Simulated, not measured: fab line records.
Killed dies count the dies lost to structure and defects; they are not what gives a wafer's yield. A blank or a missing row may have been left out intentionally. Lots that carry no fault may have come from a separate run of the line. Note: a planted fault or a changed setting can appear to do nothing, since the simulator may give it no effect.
The tool behind it: which one? | flow gf180mcu | at 1 step of a route of 602, 7 lots with 21 wafers sampled

WHAT THE GAUGES SHOWED, per wafer
GF_V5_OVL_MEAS_15.
lot  | measured     | on         | V5_OVL (nm)
L761 | day 27 19:52 | overlay-02 | -12 -3 -6
L766 | day 29 14:04 | overlay-01 | -4 -3 -10
L769 | day 30 03:17 | overlay-02 | -5 1 -1
L771 | day 31 01:13 | overlay-01 | 2 0 -1
L775 | day 32 06:53 | overlay-02 | 3 1 2
L781 | day 33 06:19 | overlay-02 | -1 -10 -8
L783 | day 33 14:36 | overlay-02 | -6 -3 -5

WHICH TOOL RAN EACH LOT (tool, then ch and the chambers of the sampled wafers, then the start)
The record holds no process step before these readings.

THE ANSWER, worked out from the rows above alone
Rule: the lots themselves supply what counts as usual. The widest of any qualifying gaps counts: lots, ordered by their means at a reading, are off when they make up no more than a third of the lots, leave a main group of 4 or more, and stand apart from it by 3 or more times the standard deviation of that group's means. A main group whose means are all the same, to the digits that the tables above print for the reading, isn't used. A lot without any number at a reading at which 4 lots or more have one is off too. The other lots that the step has rows for count as sound.
No lot is off at any reading shown: from this, nothing can be told.

WHAT HAD BEEN PUT IN BY THE SIMULATOR
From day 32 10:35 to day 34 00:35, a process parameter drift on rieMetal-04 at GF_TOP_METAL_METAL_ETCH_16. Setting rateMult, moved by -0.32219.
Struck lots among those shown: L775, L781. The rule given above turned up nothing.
